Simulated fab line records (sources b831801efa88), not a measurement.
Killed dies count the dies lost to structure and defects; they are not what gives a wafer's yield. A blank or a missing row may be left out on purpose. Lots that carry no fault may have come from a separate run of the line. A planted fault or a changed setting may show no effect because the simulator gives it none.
Split-lot study :: flow gf180mcu :: 23 wafers read from 5 lots, route of 602 steps

THE SPLIT
At GF_M1_PEB_12 (peb time 90 s), the setting peb-temp-c was moved away from the recipe's 135 C on 10 of the 23 wafers read, by -2.4% to +2.9%. The other wafers ran this setting at the recipe's value.

BETWEEN THE SPLIT AND THE READING: the file shows 1 step in between
- GF_M1_DEVELOP_13: develop time 60 s

THE READING
cd-nm at GF_M1_CD_MEAS_14, given in nm (cd target 230 nm). Typical for fault-free wafers on this fab line: 230.4 nm, with standard deviation 1.2 nm.

wafer: L074.1
tool, chamber at the split: litho-track-03, 0
peb-temp-c as run, C: 135
against the recipe: recipe
cd-nm, nm: 231.2
against lot-mates on the recipe: -

wafer: L074.4
tool, chamber at the split: litho-track-03, 0
peb-temp-c as run, C: 135
against the recipe: recipe
cd-nm, nm: 231.2
against lot-mates on the recipe: -

wafer: L074.6
tool, chamber at the split: litho-track-03, 0
peb-temp-c as run, C: 135
against the recipe: recipe
cd-nm, nm: 229.5
against lot-mates on the recipe: -

wafer: L078.1
tool, chamber at the split: litho-track-03, 0
peb-temp-c as run, C: 131.7
against the recipe: -2.4%
cd-nm, nm: 240.5
against lot-mates on the recipe: +10.5

wafer: L078.2
tool, chamber at the split: litho-track-03, 0
peb-temp-c as run, C: 135
against the recipe: recipe
cd-nm, nm: 230.6
against lot-mates on the recipe: -

wafer: L078.3
tool, chamber at the split: litho-track-03, 0
peb-temp-c as run, C: 131.7
against the recipe: -2.4%
cd-nm, nm: 240.0
against lot-mates on the recipe: +10.0

wafer: L078.4
tool, chamber at the split: litho-track-03, 0
peb-temp-c as run, C: 131.7
against the recipe: -2.4%
cd-nm, nm: 240.3
against lot-mates on the recipe: +10.3

wafer: L078.6
tool, chamber at the split: litho-track-03, 0
peb-temp-c as run, C: 135
against the recipe: recipe
cd-nm, nm: 229.4
against lot-mates on the recipe: -

wafer: L079.1
tool, chamber at the split: litho-track-02, 0
peb-temp-c as run, C: 135
against the recipe: recipe
cd-nm, nm: 232.8
against lot-mates on the recipe: -

wafer: L079.2
tool, chamber at the split: litho-track-02, 0
peb-temp-c as run, C: 138.1
against the recipe: +2.3%
cd-nm, nm: 224.7
against lot-mates on the recipe: -7.9

wafer: L079.3
tool, chamber at the split: litho-track-02, 0
peb-temp-c as run, C: 135
against the recipe: recipe
cd-nm, nm: 232.4
against lot-mates on the recipe: -

wafer: L079.5
tool, chamber at the split: litho-track-02, 0
peb-temp-c as run, C: 138.1
against the recipe: +2.3%
cd-nm, nm: 224.3
against lot-mates on the recipe: -8.3

wafer: L079.6
tool, chamber at the split: litho-track-02, 0
peb-temp-c as run, C: 138.1
against the recipe: +2.3%
cd-nm, nm: 224.0
against lot-mates on the recipe: -8.6

wafer: L082.1
tool, chamber at the split: litho-track-02, 0
peb-temp-c as run, C: 135
against the recipe: recipe
cd-nm, nm: 229.1
against lot-mates on the recipe: -

wafer: L082.3
tool, chamber at the split: litho-track-02, 0
peb-temp-c as run, C: 135
against the recipe: recipe
cd-nm, nm: 229.1
against lot-mates on the recipe: -

wafer: L082.4
tool, chamber at the split: litho-track-02, 0
peb-temp-c as run, C: 138.9
against the recipe: +2.9%
cd-nm, nm: 220.8
against lot-mates on the recipe: -8.5

wafer: L082.5
tool, chamber at the split: litho-track-02, 0
peb-temp-c as run, C: 135
against the recipe: recipe
cd-nm, nm: 229.7
against lot-mates on the recipe: -

wafer: L082.6
tool, chamber at the split: litho-track-02, 0
peb-temp-c as run, C: 138.9
against the recipe: +2.9%
cd-nm, nm: 221.0
against lot-mates on the recipe: -8.3

wafer: L085.1
tool, chamber at the split: litho-track-02, 0
peb-temp-c as run, C: 136.1
against the recipe: +0.8%
cd-nm, nm: 228.9
against lot-mates on the recipe: -2.2

wafer: L085.2
tool, chamber at the split: litho-track-02, 0
peb-temp-c as run, C: 136.1
against the recipe: +0.8%
cd-nm, nm: 230.3
against lot-mates on the recipe: -0.8

wafer: L085.4
tool, chamber at the split: litho-track-02, 0
peb-temp-c as run, C: 135
against the recipe: recipe
cd-nm, nm: 231.5
against lot-mates on the recipe: -

wafer: L085.5
tool, chamber at the split: litho-track-02, 0
peb-temp-c as run, C: 135
against the recipe: recipe
cd-nm, nm: 231.0
against lot-mates on the recipe: -

wafer: L085.6
tool, chamber at the split: litho-track-02, 0
peb-temp-c as run, C: 135
against the recipe: recipe
cd-nm, nm: 230.7
against lot-mates on the recipe: -

THE FIT
A straight line over all 23 wafers: cd-nm changes by -3.39 nm for each +1% of peb-temp-c; r = -0.97; the points scatter about the line by 1.2 nm.
The same after taking each lot's own level away (the mean of its wafers on the recipe; 23 wafers): -3.6 nm for each +1%; r = -0.99; scatter 0.92 nm.
On that fit, the largest move of peb-temp-c shifts the reading by 10 nm.
Across the lots, their own levels run from 229.30 to 232.60 nm, a range of 2.8 times the standard deviation given above.
The two slopes are in agreement: the lot-to-lot level therefore moves the slope only a little.
Check: -10.2 nm against its lot-mates is what the line predicts for one of the wafers moved furthest among these (+2.9%) when that wafer is left out of the fit. Against them it came out at -8.5 nm.

FURTHER SPLITS ON THESE WAFERS
Note: prior to the reading, these wafers also went through further splits. Each is held against what the fit with the lots' levels taken away leaves over:
other split on the same wafers: GF_CONTACT_CVD_00 sih4-flow-sccm
wafers away from the commonest value: 8
r with cd-nm (lot level and that fit taken away): -0.18

other split on the same wafers: GF_CONTACT_CMP_04 leave-above-ref-nm
wafers away from the commonest value: 7
r with cd-nm (lot level and that fit taken away): -0.01

other split on the same wafers: GF_CONTACT_PEB_12 peb-time-s
wafers away from the commonest value: 6
r with cd-nm (lot level and that fit taken away): +0.17

other split on the same wafers: GF_CONTACT_CVD_24 temp-c
wafers away from the commonest value: 7
r with cd-nm (lot level and that fit taken away): -0.13

THE WHOLE CHAIN: every reading that the file lists as answering this split, in the file's order
step: GF_M1_CD_MEAS_14
what it does: target cd 230 nm
reading: cd-nm
change (the file's fit): -3.43 nm for each +1% of the setting
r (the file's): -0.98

step: GF_M1_METAL_ETCH_16
what it does: etches the open film in Cl2/BCl3, stops on SiO2, target depth 627.5 nm, time 104.6 s
reading: M1.cd-nm (the simulator's own value, which no gauge read)
change (the file's fit): -3.83 nm for each +1% of the setting
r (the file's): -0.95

FILE'S OWN FIT
cd-nm changes by -3.43 nm for each +1% of peb-temp-c, r = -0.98.
